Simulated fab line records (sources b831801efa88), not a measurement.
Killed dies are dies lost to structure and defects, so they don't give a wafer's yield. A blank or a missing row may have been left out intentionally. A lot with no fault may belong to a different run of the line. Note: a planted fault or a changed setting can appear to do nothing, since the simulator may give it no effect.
Struck lot and sound lot, side by side	flow sky130	14 out of 708 route steps
Sound: the wafers L333.3, L333.5, L333.6. Struck: wafer L343.1 (L343.3, L343.4, from the same lot, were not struck and are left out); the cause is given at the end.
Each step with rows lists, per side, the tool, then ch with its chambers, then its first start. Under that, the readings that differ: sound wafers	struck wafers	difference of the means	sigmas: that difference in standard deviations of wafers without a fault.
alike: readings whose means differ by less than 2 such deviations, and words and numbers that are the same on both sides. not compared: withheld readings, readings that some wafer has no value for, bounds like >300 that may hide the same value, and numbers for which the record gives no deviation and whose values overlap.
The two part at a step that has a row with sigmas, a row that says differs or no value, or rows on one side only. Numbers that have no deviation but don't overlap get no sigmas and don't part them. A reading missing from all wafers of one side parts the sides only when that side holds two or more wafers.

first, 1 step without rows for these wafers: SKY_CONTACT_ETCH_17 (etches SiO2 in C4F8/O2/Ar, stops on Si3N4, target depth 340 nm).
SKY_CONTACT_ETCH_18: etches Si3N4 in CHF3/O2, stops on TiN, time 39 s, target depth 75 nm.
  sound on rie_diel-03 ch 0,2,3; struck on rie_diel-01 ch 1
reading	sound	struck	difference	sigmas
throttle_valve_pct (%)	8.787 8.804 8.803	8.777	-0.021	-2
  alike: chamber_pressure_mTorr, drypump_motor_current_A, oes_product_au
  not compared: rf_hours_counter_h
SKY_CONTACT_STRIP_19: strips in O2/N2.
  sound on plasma_asher-03 ch 0,1, day 32 03:03; struck on plasma_asher-03 ch 1, day 35 20:03
reading	sound	struck	difference	sigmas
rf_hours_counter_h (h)	- - -	39	no value on the sound wafers	
  alike: chamber_pressure_mTorr, drypump_motor_current_A, oes_product_au, strip_time_to_endpoint_s
then, 4 steps without rows for these wafers: SKY_CONTACT_STRIP_20 (strips in post etch residue remover, time 1200 s); SKY_CONTACT_CLEAN_21 (cleans in IPA, time 180 s); SKY_CONTACT_CLEAN_22 (cleans in O3/DIW); SKY_CONTACT_SPUTTER_23 (material TiN, target thk 20 nm, time 80 s).
SKY_CONTACT_CVD_24: deposits W, target thk 340 nm, time 102.12 s.
  sound on cvd_w-02 ch 0,1, day 32 03:45; struck on cvd_w-01 ch 0, day 35 20:42
  alike: heater_power_w
SKY_CONTACT_RS_MEAS_25: a four-point-probe measurement.
  sound on film_metro-01, day 32 03:52; struck on film_metro-01, day 35 20:49
  alike: CONTACT_W_RS
SKY_CONTACT_THK_MEAS_26: measures by xrf.
  sound on film_metro-01, day 32 03:58; struck on film_metro-01, day 35 20:56
  alike: CONTACT_W_THK
then, 1 step without rows for these wafers: SKY_CONTACT_CMP_27 (polishes, stops on SiO2, t overpolish 15 s, target thk 0 nm).
SKY_METAL1_SPUTTER_00: material Ti, target thk 15 nm, time 10 s.
  sound on pvd_sputter-03, day 32 04:25; struck on pvd_sputter-02, day 35 21:17
  alike: throttle_valve_pct
SKY_METAL1_SPUTTER_01: material TiN, target thk 20 nm, time 16.7 s.
  sound on pvd_sputter-03, day 32 04:26; struck on pvd_sputter-02, day 35 21:19
reading	sound	struck	difference	sigmas
model.TiN_of_METAL1_SPUTTER_01.thk_nm (nm)	20.02 19.93 19.89	25.62	+5.67	
  alike: throttle_valve_pct
SKY_METAL1_SPUTTER_02: material AlCu, target thk 250 nm, time 13.3 s.
  sound on pvd_sputter-03, day 32 04:28; struck on pvd_sputter-02, day 35 21:20
  alike: throttle_valve_pct

WHERE THEY PART
At SKY_CONTACT_ETCH_18 first; at SKY_CONTACT_STRIP_19 last (within this record only). Later steps at which nothing parts them and some readings are alike: SKY_CONTACT_CVD_24, SKY_CONTACT_RS_MEAS_25, SKY_CONTACT_THK_MEAS_26, SKY_METAL1_SPUTTER_00, SKY_METAL1_SPUTTER_01, SKY_METAL1_SPUTTER_02.

WHY: the cause the simulator had injected
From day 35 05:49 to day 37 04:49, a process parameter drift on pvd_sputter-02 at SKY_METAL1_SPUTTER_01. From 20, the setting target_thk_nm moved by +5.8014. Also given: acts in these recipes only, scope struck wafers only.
